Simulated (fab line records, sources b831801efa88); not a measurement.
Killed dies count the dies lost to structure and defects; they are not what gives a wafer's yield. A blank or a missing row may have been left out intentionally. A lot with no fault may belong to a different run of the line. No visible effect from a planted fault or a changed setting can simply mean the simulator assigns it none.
A single fault, viewed from 2 desks	flow gf180mcu	each desk has only its own numbers; what lay behind them comes last

## TOOL OWNER'S DESK, furnace-02
The tool's own readings at GF_DUAL_GATE_OXIDATION_02 (stabilise 600 s, purge 300 s, target thk 10.887 nm): means of the sampled wafers that have a number, for each lot that ran on this tool. The brackets show how far a lot's mean lies from the usual mean; more than 4 standard deviations puts the lot out of limits, marked OUT.
Columns: A = spikeTcCentreC at GF_DUAL_GATE_OXIDATION_02, usual 900.7 C; B = spikeTcLowerC at GF_DUAL_GATE_OXIDATION_02, usual 901.5 C; C = spikeTcTopC at GF_DUAL_GATE_OXIDATION_02, usual 907.8 C; D = tubeCenterTempC at GF_DUAL_GATE_OXIDATION_02, usual 899.99 C; E = tube_center_temp_C_max at GF_DUAL_GATE_OXIDATION_02, usual 902.3; F = zonePowerBottomPct at GF_DUAL_GATE_OXIDATION_02, usual 25.4 %
lot	first seen here	A	B	C	D	E	F
L676	day 9 18:34	896.9	898.9	904.2	896.40 (-42) OUT	898.5 (-10) OUT	26.1
L677	day 10 05:07	897.9	897.7	904.9	896.42 (-42) OUT	899.2 (-8.6) OUT	25.7
L678	day 10 05:07	896.9	898.6	903.7	896.36 (-43) OUT	899.4 (-8.1) OUT	26.2
L688	day 12 23:37	900.8	901.1	908.0	899.94	902.4	26.3
L689	day 13 04:10	900.2	902.3	909.6	900.01	902.1	25.7
L692	day 14 01:45	901.3	901.7	907.7	899.96	902.6	25.8
This desk's verdict: out of limits on L676, L677, L678, starting with L676 at day 9 18:34 (tubeCenterTempC at GF_DUAL_GATE_OXIDATION_02). Within limits: L688, L689, L692.

## METROLOGY DESK
Means of the sampled wafers that have a number, per lot and without regard to the tool the lot ran on: this is what the gauges read. The brackets show how far a lot's mean lies from the usual mean; more than 4 standard deviations puts the lot out of limits, marked OUT.
Columns: A = cdNm at GF_SAB_CD_MEAS_09, usual 420.4 nm
lot	first seen here	A
L670	day 15 07:17	416.7
L671	day 16 04:13	422.0
L674	day 17 05:41	417.5
L676	day 18 01:29	421.3
L677	day 18 22:45	422.7
L678	day 18 23:03	417.6
L680	day 19 02:22	419.5
L685	day 21 01:49	425.3
L688	day 22 07:12	420.2
L689	day 22 12:07	417.2
L690	day 22 17:53	423.1
L691	day 23 05:27	422.2
L692	day 23 10:28	421.6
L693	day 23 17:28	422.1
This desk's verdict: no lot among the 14 shows anything out of limits.

## PUT TOGETHER
On L676, L677, L678, at day 9 18:34, an alarm was possible from the tool owner's desk.
Nothing out of limits was seen by the metrology desk.
The metrology desk holds a record of L676, L677, L678, inside its limits.
GF_DUAL_GATE_OXIDATION_02 was run on furnace-02 by each of the lots named.

## WHAT HAD BEEN PUT IN BY THE SIMULATOR
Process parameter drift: furnace-02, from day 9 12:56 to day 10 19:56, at GF_DUAL_GATE_OXIDATION_02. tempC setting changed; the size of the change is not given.
Lots struck among those shown: L676, L677, L678.
Hours from the fault's start to each desk's first reading out of limits: the tool owner's desk, 6.
